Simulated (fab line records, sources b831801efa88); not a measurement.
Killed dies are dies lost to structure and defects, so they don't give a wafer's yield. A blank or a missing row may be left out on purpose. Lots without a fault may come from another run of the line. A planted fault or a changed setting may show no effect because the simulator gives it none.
Which tool did it? | flow gf180mcu | 14 lots, 42 wafers sampled, at 4 steps of a route of 602

WHAT THE GAUGES READ, wafer by wafer
GF_NWELL_OVL_MEAS_07. Usual: NWELL_OVL -0.4 nm, standard deviation 1.2.
lot  | measured    | on         | NWELL_OVL (nm) | flag
L103 | day 3 19:16 | overlay-02 | -0.6 -0.2 1.2  |
L104 | day 3 23:59 | overlay-02 | 0.0 1.4 0.5    |
L105 | day 4 08:08 | overlay-02 | -0.6 0.4 -1.5  |
L106 | day 4 12:43 | overlay-01 | -0.9 0.0 -1.2  |
L107 | day 4 15:49 | overlay-01 | -0.8 -2.5 -1.5 |
L108 | day 4 20:59 | overlay-01 | -1.3 -1.2 -1.5 |
L111 | day 5 13:07 | overlay-01 | 0.4 -0.6 -0.6  |
L114 | day 6 09:04 | overlay-02 | 1.6 1.0 0.9    |
L116 | day 6 19:31 | overlay-01 | 0.1 -1.0 -2.2  |
L119 | day 7 13:07 | overlay-02 | 0.3 0.4 -0.6   |
L121 | day 7 22:01 | overlay-02 | 0.9 0.2 1.3    |
L122 | day 8 00:46 | overlay-02 | -1.6 -0.8 -1.4 |
L123 | day 8 12:07 | overlay-01 | 0.3 0.2 0.8    |
L124 | day 8 13:34 | overlay-02 | 1.4 0.8 -0.8   |

GF_MVPSD_OVL_MEAS_07. Usual: MVPSD_OVL -0.3 nm, standard deviation 1.2.
lot  | measured     | on         | MVPSD_OVL (nm) | flag
L103 | day 5 12:58  | overlay-02 | -0.7 -0.9 -2.4 |
L104 | day 5 18:22  | overlay-01 | -1.2 -1.8 -0.8 |
L105 | day 6 03:43  | overlay-02 | -1.5 0.8 -0.8  |
L106 | day 6 08:43  | overlay-02 | 0.7 0.5 0.3    |
L107 | day 6 11:34  | overlay-01 | 0.1 0.8 0.5    |
L108 | day 6 17:35  | overlay-01 | -0.6 -1.3 -0.9 |
L111 | day 7 11:55  | overlay-02 | -2.8 -2.8 -2.0 |
L114 | day 8 08:28  | overlay-01 | -0.5 -1.4 -1.4 |
L116 | day 8 21:07  | overlay-01 | 0.2 -2.1 -1.0  |
L119 | day 9 15:46  | overlay-01 | 0.7 1.0 0.0    |
L121 | day 10 02:04 | overlay-01 | 0.2 0.3 -0.3   |
L122 | day 10 05:10 | overlay-02 | 0.5 -0.2 0.3   |
L123 | day 10 17:31 | overlay-02 | 1.3 -0.2 0.2   |
L124 | day 10 19:04 | overlay-01 | 0.0 -0.3 1.3   |

WHICH TOOL RAN EACH LOT (tool, then ch and the chambers of the sampled wafers, then the start)
lot  | GF_STI_STRIP_15                     | GF_DNWELL_SOFTBAKE_03
L103 | plasma_asher-01 ch 0,1, day 2 12:03 | litho_track-03 ch 0, day 3 00:07
L104 | plasma_asher-01 ch 0,1, day 2 16:48 | litho_track-01 ch 0, day 3 04:42
L105 | plasma_asher-04 ch 1, day 3 00:56   | litho_track-01 ch 0, day 3 11:33
L106 | plasma_asher-04 ch 0,1, day 3 05:59 | litho_track-01 ch 0, day 3 16:31
L107 | plasma_asher-02 ch 0,1, day 3 09:23 | litho_track-01 ch 0, day 3 19:49
L108 | plasma_asher-04 ch 0,1, day 3 13:23 | litho_track-03 ch 0, day 3 23:53
L111 | plasma_asher-04 ch 0,1, day 4 04:53 | litho_track-01 ch 0, day 4 15:51
L114 | plasma_asher-01 ch 0,1, day 4 20:20 | litho_track-01 ch 0, day 5 11:09
L116 | plasma_asher-02 ch 0, day 5 06:32   | litho_track-04 ch 0, day 5 20:04
L119 | plasma_asher-01 ch 0,1, day 5 23:38 | litho_track-03 ch 0, day 6 12:52
L121 | plasma_asher-01 ch 0,1, day 6 08:23 | litho_track-03 ch 0, day 6 21:34
L122 | plasma_asher-01 ch 0, day 6 13:50   | litho_track-03 ch 0, day 7 01:46
L123 | plasma_asher-01 ch 0,1, day 6 21:41 | litho_track-04 ch 0, day 7 11:43
L124 | plasma_asher-02 ch 0,1, day 7 00:38 | litho_track-03 ch 0, day 7 13:36
- GF_STI_STRIP_15: strips in O2/N2.
- GF_DNWELL_SOFTBAKE_03

WHAT THE TOOLS THEMSELVES READ (means of the sampled wafers that have a number; where no wafer has one, the mark that the record gives instead)
GF_STI_STRIP_15. Usual: drypump_motor_current_A 5.9 A, standard deviation 0.77; heater_power_w 327 W, standard deviation 25; oes_product_au 0.383 a.u., standard deviation 0.0046; strip_time_to_endpoint_s 3.71 s, standard deviation 0.042.
lot  | tool            | drypump_motor_current_A (A) | heater_power_w (W) | oes_product_au (a.u.) | strip_time_to_endpoint_s (s) | flag
L103 | plasma_asher-01 | 5.6                         | 328                | 0.384                 | 3.68                         |
L104 | plasma_asher-01 | 6.1                         | 352                | 0.382                 | 3.73                         |
L105 | plasma_asher-04 | 6.7                         | 341                | 0.383                 | 3.70                         |
L106 | plasma_asher-04 | 5.5                         | 328                | 0.384                 | 3.67                         |
L107 | plasma_asher-02 | 6.2                         | 314                | 0.384                 | 3.75                         |
L108 | plasma_asher-04 | 6.2                         | 331                | 0.385                 | 3.71                         |
L111 | plasma_asher-04 | 5.6                         | 322                | 0.381                 | 3.67                         |
L114 | plasma_asher-01 | 5.6                         | 327                | 0.378                 | 3.67                         |
L116 | plasma_asher-02 | 5.6                         | 300                | 0.387                 | 3.75                         |
L119 | plasma_asher-01 | 5.6                         | 332                | 0.385                 | 3.72                         |
L121 | plasma_asher-01 | 5.5                         | 331                | 0.386                 | 3.74                         |
L122 | plasma_asher-01 | 6.7                         | 370                | 0.387                 | 3.70                         |
L123 | plasma_asher-01 | 5.6                         | 327                | 0.377                 | 3.65                         |
L124 | plasma_asher-02 | 5.9                         | 317                | 0.381                 | 3.67                         |

GF_DNWELL_SOFTBAKE_03. Usual: exhaust_pa 44.9 Pa, standard deviation 0.81; heater_power_total_W 65.31 W, standard deviation 0.14; plate_temp_C 110.00 C, standard deviation 0.13.
lot  | tool           | exhaust_pa (Pa) | heater_power_total_W (W) | plate_temp_C (C) | flag
L103 | litho_track-03 | 45.4            | 65.25                    | 110.15           |
L104 | litho_track-01 | 44.6            | 65.27                    | 110.08           |
L105 | litho_track-01 | 44.6            | 65.34                    | 110.08           |
L106 | litho_track-01 | 44.2            | 65.27                    | 109.93           |
L107 | litho_track-01 | 45.3            | 65.36                    | 109.99           |
L108 | litho_track-03 | 45.3            | 65.39                    | 109.89           |
L111 | litho_track-01 | 44.2            | 64.00                    | 108.10           | OFF
L114 | litho_track-01 | 44.4            | 63.91                    | 108.14           | OFF
L116 | litho_track-04 | 46.1            | 65.41                    | 110.02           |
L119 | litho_track-03 | 44.1            | 65.20                    | 110.01           |
L121 | litho_track-03 | 44.0            | 65.37                    | 109.98           |
L122 | litho_track-03 | 44.3            | 65.36                    | 109.93           |
L123 | litho_track-04 | 45.5            | 65.28                    | 110.01           |
L124 | litho_track-03 | 44.7            | 65.28                    | 110.03           |

THE ANSWER, worked out from the rows above alone
Rule: a lot is off if the mean of its wafers that have a number lies more than 3 standard deviations from the usual mean. A lot without any number at a reading at which 4 lots or more have one is off too. The other lots that the step has rows for count as sound. The gauges are gone through in route order, then the tools' own readings, and for those a lot's mean is taken as printed above. The first step at which some lot is off is used, and at that step the reading that is off furthest; a lot without a number counts as furthest.
Off: L111, L114, at GF_DNWELL_SOFTBAKE_03 (plate_temp_C).
A tool fits if, at that step or a process step before it, it ran every lot that is off, and no sound lot after the first of them. One fits: litho_track-01 at GF_DNWELL_SOFTBAKE_03. Its last sound lot is L107 (day 3 19:49), its first lot that is off L111 (day 4 15:51): a fault that began between those two fits.
The tool's own readings at GF_DNWELL_SOFTBAKE_03 bear it out: on the lots that are off they differ by more than 5 times the standard deviation of the sound lots' means. heater_power_total_W reads 63.95 W there against 65.31 W on the sound lots; plate_temp_C reads 108.12 C there against 110.01 C on the sound lots.

WHAT THE SIMULATOR HAD PUT IN
Process parameter drift: litho_track-01, from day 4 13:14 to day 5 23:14, at GF_DNWELL_SOFTBAKE_03. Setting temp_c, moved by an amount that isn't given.
Lots struck among those shown: L111, L114. The rule above found the same.
